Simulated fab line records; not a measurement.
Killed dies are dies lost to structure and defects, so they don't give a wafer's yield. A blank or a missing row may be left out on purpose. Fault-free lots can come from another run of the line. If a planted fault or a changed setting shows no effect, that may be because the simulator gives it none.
Which tool is to blame?    flow sky130    11 lots, 33 wafers sampled, at 5 steps of a route of 708

## WHAT EACH GAUGE READ, for each wafer
No reading from a measuring or inspecting step in the record can be judged against a usual standard deviation.

## EACH LOT AND THE TOOL THAT RAN IT (in order: tool; ch and the chambers of the sampled wafers; start)
lot   SKY_VIA2_CMP_24                SKY_METAL3_ETCH_16                 SKY_METAL4_DESCUM_15               SKY_METAL5_SPUTTER_01         SKY_PAD_OPEN_PROBE_99
L286  cmp-02 ch 0,2,3, day 36 11:02  rie metal-04 ch 0,1, day 38 15:57  rie metal-02 ch 0,1, day 41 19:53  pvd sputter-03, day 42 21:33  -
L287  cmp-02 ch 0,1,3, day 36 15:58  rie metal-03 ch 0,1, day 38 20:24  rie metal-02 ch 0,1, day 42 01:08  pvd sputter-01, day 43 02:22  -
L289  cmp-01 ch 1,2, day 38 04:11    rie metal-04 ch 0,1, day 40 07:34  rie metal-02 ch 0, day 43 10:16    pvd sputter-03, day 44 11:25  prober-01, day 47 05:43
L291  cmp-01 ch 0,3, day 38 19:55    rie metal-03 ch 0,1, day 40 22:01  rie metal-03 ch 0,1, day 43 23:50  pvd sputter-03, day 45 01:03  prober-01, day 47 18:19
L292  cmp-01 ch 0,1,2, day 39 04:57  rie metal-02 ch 0,1, day 41 07:10  rie metal-02 ch 0,1, day 44 08:08  pvd sputter-03, day 45 09:03  -
L298  cmp-02 ch 0,1,2, day 40 10:20  rie metal-03 ch 0,1, day 42 11:09  rie metal-01 ch 0,1, day 45 10:48  pvd sputter-03, day 46 10:11  -
L302  cmp-02 ch 0,1,2, day 41 14:46  rie metal-02 ch 1, day 43 14:04    rie metal-03 ch 1, day 46 11:01    pvd sputter-03, day 47 09:49  prober-01, day 49 22:31
L306  cmp-01 ch 2,3, day 42 13:36    rie metal-03 ch 0,1, day 44 11:56  rie metal-01 ch 0,1, day 47 06:17  pvd sputter-04, day 48 05:17  prober-01, day 50 13:55
L307  cmp-02 ch 1,2,3, day 43 01:12  rie metal-04 ch 0,1, day 44 23:31  rie metal-03 ch 0,1, day 47 17:52  pvd sputter-01, day 48 16:18  prober-02, day 50 22:20
L308  cmp-01 ch 0,1, day 43 01:57    rie metal-04 ch 0,1, day 45 01:16  rie metal-03 ch 0,1, day 47 18:52  pvd sputter-03, day 48 17:08  -
L309  cmp-02 ch 0,1,3, day 43 03:19  rie metal-03 ch 0,1, day 45 01:37  rie metal-01 ch 0,1, day 47 19:13  pvd sputter-04, day 48 17:24  -
- SKY_VIA2_CMP_24: polishes, stops on SiO2, t overpolish 20 s, target thk 0 nm.
- SKY_METAL3_ETCH_16: etches BARC in N2/H2, stops on SiO2, time 88.2 s, target depth 60 nm.
- SKY_METAL4_DESCUM_15: chemistry O2, time 8 s.
- SKY_METAL5_SPUTTER_01: material TiN, target thk 20 nm, time 16.7 s.
- SKY_PAD_OPEN_PROBE_99

## AS READ BY THE TOOLS THEMSELVES (means over the sampled wafers that have a number; for cases with no such wafer, the mark the record gives instead)
SKY_VIA2_CMP_24. Usual: motor current A 10.5 A, standard deviation 0.86; overpolish run s 20.000 s, standard deviation 0.009; platen rpm 60.00 rpm, standard deviation 0.049; time to endpoint s 102 s, standard deviation 3.6.
lot   tool    motor current A (A)  overpolish run s (s)  platen rpm (rpm)  time to endpoint s (s)  flag
L286  cmp-02  10.9                 20.000                60.05             98                      
L287  cmp-02  10.7                 20.003                60.00             100                     
L289  cmp-01  9.9                  20.001                60.02             108                     
L291  cmp-01  10.7                 19.999                60.02             103                     
L292  cmp-01  11.0                 19.988                60.01             102                     
L298  cmp-02  10.7                 19.998                60.03             100                     
L302  cmp-02  10.9                 20.002                60.00             99                      
L306  cmp-01  10.0                 20.007                59.97             101                     
L307  cmp-02  10.8                 19.995                60.00             103                     
L308  cmp-01  10.5                 19.992                59.97             102                     
L309  cmp-02  10.7                 19.996                59.95             103                     

SKY_METAL3_ETCH_16. Usual: drypump motor current A 5.6 A, standard deviation 0.56; oes product au 0.625 a.u., standard deviation 0.0043; throttle valve pct 13.205 %, standard deviation 0.0085.
lot   tool          drypump motor current A (A)  oes product au (a.u.)  throttle valve pct (%)  flag
L286  rie metal-04  5.6                          0.625                  13.204                  
L287  rie metal-03  5.8                          0.626                  13.208                  
L289  rie metal-04  5.5                          0.621                  13.198                  
L291  rie metal-03  5.4                          0.624                  13.207                  
L292  rie metal-02  5.6                          0.626                  13.196                  
L298  rie metal-03  5.4                          0.624                  13.206                  
L302  rie metal-02  5.1                          0.629                  13.208                  
L306  rie metal-03  5.8                          0.627                  13.196                  
L307  rie metal-04  5.5                          0.627                  13.218                  
L308  rie metal-04  5.3                          0.627                  13.204                  
L309  rie metal-03  5.7                          0.627                  13.199                  

SKY_METAL4_DESCUM_15. Usual: drypump motor current A 5.5 A, standard deviation 0.74; oes product au 1.000 a.u., standard deviation 0.009; temp c 40.05 C, standard deviation 0.11.
lot   tool          drypump motor current A (A)  oes product au (a.u.)  temp c (C)  flag
L286  rie metal-02  5.7                          0.999                  40.04       
L287  rie metal-02  6.2                          0.997                  40.05       
L289  rie metal-02  6.8                          0.998                  40.15       
L291  rie metal-03  5.8                          0.996                  39.95       
L292  rie metal-02  6.2                          0.996                  40.05       
L298  rie metal-01  4.8                          1.010                  40.14       
L302  rie metal-03  5.2                          0.993                  40.06       
L306  rie metal-01  4.9                          1.008                  40.07       
L307  rie metal-03  5.5                          0.993                  40.03       
L308  rie metal-03  5.5                          0.990                  40.16       
L309  rie metal-01  4.8                          1.007                  40.00       

SKY_METAL5_SPUTTER_01. Usual: cathode dc power W 6500.1 W, standard deviation 1.1; throttle valve pct 30.5 %, standard deviation 0.6.
lot   tool            cathode dc power W (W)  throttle valve pct (%)  flag
L286  pvd sputter-03  6498.6                  31.2                    
L287  pvd sputter-01  6500.8                  30.3                    
L289  pvd sputter-03  6500.0                  30.4                    
L291  pvd sputter-03  6501.4                  31.2                    
L292  pvd sputter-03  6500.2                  30.9                    
L298  pvd sputter-03  6500.3                  30.5                    
L302  pvd sputter-03  5238.5                  31.5                    OFF
L306  pvd sputter-04  6500.6                  30.4                    
L307  pvd sputter-01  6500.0                  30.1                    
L308  pvd sputter-03  5238.3                  31.2                    OFF
L309  pvd sputter-04  6500.3                  29.9                    

SKY_PAD_OPEN_PROBE_99. Usual: defect limited yield 82.6 %, standard deviation 1.9; killed_at_M0_to_M3 43, standard deviation 6.9; killed_at_M4_up 3.0, standard deviation 1.8; killed at contacts 24, standard deviation 4.8; killed at front end 15, standard deviation 4.5; killed at other 0.4, standard deviation 0.67; killed dies 86, standard deviation 9.2; killed open 46, standard deviation 6.9; killed short 39, standard deviation 6; sort_bin_3_pad_short 0.8 %, standard deviation 0.39; sort_bin_5_function 10.2 %, standard deviation 1.3; sort_bin_6_memory 6.3 %, standard deviation 1.2; sort n pass 406, standard deviation 9.2; sort yield pct 82.6 %, standard deviation 1.9.
lot   tool       defect limited yield (%)  killed_at_M0_to_M3  killed_at_M4_up  killed at contacts  killed at front end  killed at other  killed dies  killed open  killed short  sort_bin_3_pad_short (%)  sort_bin_5_function (%)  sort_bin_6_memory (%)  sort n pass  sort yield pct (%)  flag
L289  prober-01  82.4                      48                  3.3              22                  13                   0.3              86           47           39            1.2                       10.4                     5.9                    406          82.4                
L291  prober-01  82.6                      47                  2.7              23                  12                   0.3              85           45           40            0.9                       11.3                     5.2                    407          82.6                
L302  prober-01  82.8                      42                  1.3              25                  15                   1.0              84           47           37            1.0                       10.2                     5.9                    408          82.8                
L306  prober-01  82.2                      46                  2.0              25                  14                   0.3              87           42           45            0.9                       10.4                     6.5                    405          82.2                
L307  prober-02  83.7                      39                  2.7              25                  13                   0.7              80           40           38            0.9                       10.0                     5.4                    412          83.7                

## THE ANSWER, worked out from the rows above alone
Rule: lot off if the mean of its wafers having a number is beyond 3 standard deviations from the usual mean. Also off: a lot with no number at a reading for which 4 or more lots have one. All remaining lots with rows at the step are treated as sound. After the gauges, taken in route order, come the tools' own readings; for these a lot's mean is taken, as printed above. The first step at which some lot is off is used, and at that step the reading that is off furthest; a lot without a number counts as furthest.
Off: L302, L308, at SKY_METAL5_SPUTTER_01 (cathode dc power W).
If a tool, at that step or one of the process steps before it, ran each lot that is off and ran no sound lot following the first of them, it fits. One fits: pvd sputter-03 at SKY_METAL5_SPUTTER_01. A fault onset in the window from L298 (day 46 10:11, its last sound lot) to L302 (day 47 09:49, its first lot off) fits.
On the lots that are off, the tool's own readings at SKY_METAL5_SPUTTER_01 differ by more than 5 times the standard deviation of the sound lots' means, which bears it out; cathode dc power W reads 5238.4 W there versus 6500.2 W on the sound lots.

## WHAT THE SIMULATOR HAD PUT IN
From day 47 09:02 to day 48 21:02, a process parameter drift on pvd sputter-03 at SKY_METAL5_SPUTTER_01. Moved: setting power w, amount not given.
Shown lots that were struck: L302, L308. The rule above reached the same finding.
